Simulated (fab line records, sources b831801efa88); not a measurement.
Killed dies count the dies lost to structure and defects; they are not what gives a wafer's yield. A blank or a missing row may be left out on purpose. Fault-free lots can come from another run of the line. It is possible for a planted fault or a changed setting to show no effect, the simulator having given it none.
A struck lot beside a sound one :: flow sky130 :: 36 out of 708 route steps
Sound: these wafers, L231.1, L231.3, L231.5. The struck wafers were L215.1, L215.2, L215.4. The cause is named last.
For every step that has rows: the tool of each side, followed by ch and its chambers, followed by its first start. Under that, the readings that differ: sound wafers :: struck wafers :: difference of the means :: sigmas: that difference in standard deviations of wafers without a fault.
alike: words and numbers the same on both sides, and readings whose means are apart by under 2 such deviations; not compared: readings that were withheld, readings missing a value for some wafer, numbers with overlapping values and no deviation given by the record, and bounds like >300 which may hide the same value.
The two part at a step that has a row with sigmas, a row that says differs or no value, or rows on one side only. Numbers that have no deviation but don't overlap get no sigmas and don't part them. Lack of a reading on every wafer of one side parts them only where that side has two or more wafers.

first, 10 steps without rows for these wafers: SKY_POLY_CUT_ETCH_10 (etches BARC in N2/H2, stops on SiO2, time 45.9 s, target depth 60 nm); SKY_POLY_CUT_ETCH_11 (etches Si3N4 in CF4/CH2F2/Ar, stops on poly-Si, time 42.5 s, target depth 60 nm); SKY_POLY_CUT_STRIP_12 (strips in O2/N2); SKY_SD_P_DEHYDRATE_00 (time 60 s); SKY_SD_P_HMDS_01 (prime time 60 s); SKY_SD_P_COAT_02 (resist thk 1140 nm); SKY_SD_P_SOFTBAKE_03 (time 60 s); SKY_SD_P_EXPOSE_04 (exposes mask PSDM, target cd 380 nm); SKY_SD_P_PEB_05; SKY_SD_P_DEVELOP_06 (develop time 60 s).
SKY_SD_P_IMPLANT_09:
  sound on implanter-04 ch 0, day 33 06:20; struck on implanter-04 ch 0, day 28 07:08
  alike: dose-ions-cm2, tilt-deg
SKY_SD_P_STRIP_10: strips in O2/N2.
  sound on plasma-asher-01 ch 0,1, day 33 06:29; struck on plasma-asher-04 ch 0,1, day 28 07:17
reading: chamber-pressure-mTorr (mTorr)
sound: 1497.0 1500.0 1496.8
struck: 1501.0 1501.7 1500.0
difference: +3.0
sigmas: +2

reading: strip-time-to-endpoint-s (s)
sound: 17.45 17.45 17.50
struck: 17.21 17.25 17.21
difference: -0.24
sigmas: -7
  alike: drypump-motor-current-A, oes-product-au
  not compared: rf-hours-counter-h
SKY_SD_P_TW_MEAS_11:
  sound on film-metro-04 at day 33 06:35; struck on film-metro-03 at day 28 07:23
reading: SD_P_TW
sound: 2870 2853 2851
struck: 2791 2772 2783
difference: -76
sigmas: -5
then, 21 steps without rows for these wafers: SKY_RES_XHIGH_DEHYDRATE_00 (time 60 s); SKY_RES_XHIGH_HMDS_01 (prime time 60 s); SKY_RES_XHIGH_COAT_02 (resist thk 1140 nm); SKY_RES_XHIGH_SOFTBAKE_03 (time 60 s); SKY_RES_XHIGH_EXPOSE_04 (exposes mask URPM, target cd 1270 nm); SKY_RES_XHIGH_PEB_05; SKY_RES_XHIGH_DEVELOP_06 (develop time 60 s); SKY_RES_XHIGH_IMPLANT_07; SKY_RES_XHIGH_STRIP_08 (strips in O2/N2); SKY_SD_N_DEHYDRATE_00 (time 60 s); SKY_SD_N_HMDS_01 (prime time 60 s); SKY_SD_N_COAT_02 (resist thk 1140 nm); SKY_SD_N_SOFTBAKE_03 (time 60 s); SKY_SD_N_EXPOSE_04 (exposes mask NSDM, target cd 380 nm); SKY_SD_N_PEB_05; SKY_SD_N_DEVELOP_06 (develop time 60 s); SKY_SD_N_IMPLANT_09; SKY_SD_N_IMPLANT_10; SKY_SD_N_STRIP_11 (strips in O2/N2); SKY_SD_N_CLEAN_13 (cleans in SC1/SC2, time 150 s); SKY_SD_N_RTA_14 (time 2 s).
-- the record jumps here: 2 days lie between the struck wafers' starts before and after --
SKY_SD_N_RS_MEAS_17: measures by four-point-probe.
  sound on film-metro-03 at day 35 13:26; struck on film-metro-01 at day 30 16:37
reading: SD_P_RS (ohm/sq)
sound: 147.1 146.9 147.0
struck: 149.2 149.5 149.4
difference: +2.4
sigmas: +6
-- here the record skips 17 days between the struck wafers' starts before and after, leaving off in module SD_N and picking up in module PAD_OPEN (first step shown: number 708 of the route) --
SKY_PAD_OPEN_PROBE_99:
  sound on prober-01 at day 51 02:49; struck on prober-01 at day 47 22:23
reading: model.etest.res-high-po.line-ohm-um
sound: 733.8 758.5 746.1
struck: 865.3 864.3 882.6
difference: +124.6
sigmas: 

reading: model.etest.licon-high-po.rc-ohm
sound: 337.2 363.5 345.7
struck: 481.6 478.3 468
difference: +127.2
sigmas: 

reading: model.etest.res-pdiff.line-ohm-um
sound: 1341 1330 1352
struck: 1468 1476 1424
difference: +115
sigmas: 

reading: model.etest.res-high-po.rs-ohm-sq
sound: 259.9 267 259.6
struck: 305.1 308.4 305
difference: +44.0
sigmas: 

reading: model.etest.licon-pdiff.rc-ohm
sound: 574.6 588.5 557.3
struck: 625.8 624.1 613.5
difference: +47.7
sigmas: 

reading: model.etest.res-high-po.rs-ohm-sq-range
sound: 4.368 7.2 3.596
struck: 34.2 34.6 38.12
difference: +30.6
sigmas: 

reading: model.etest.res-high-po.rs-ohm-sq-rim-less-centre
sound: 2.865 4.062 2.504
struck: -17.43 -17.83 -16.16
difference: -20.28
sigmas: 

reading: model.etest.res-pdiff-hv.rs-ohm-sq
sound: 192 191.1 193.9
struck: 203.8 202.9 201.8
difference: +10.5
sigmas: 
  alike: killed_at_M0_to_M3, killed_at_M4_up, killed-at-contacts, killed-at-front-end, killed-at-other, killed-dies, killed-open, killed-short

## WHERE THEY PART
Earliest at SKY_SD_P_STRIP_10; latest, in this record, at SKY_SD_N_RS_MEAS_17. Later steps at which nothing parts them and some readings are alike: SKY_PAD_OPEN_PROBE_99.

WHY: the cause the simulator had injected
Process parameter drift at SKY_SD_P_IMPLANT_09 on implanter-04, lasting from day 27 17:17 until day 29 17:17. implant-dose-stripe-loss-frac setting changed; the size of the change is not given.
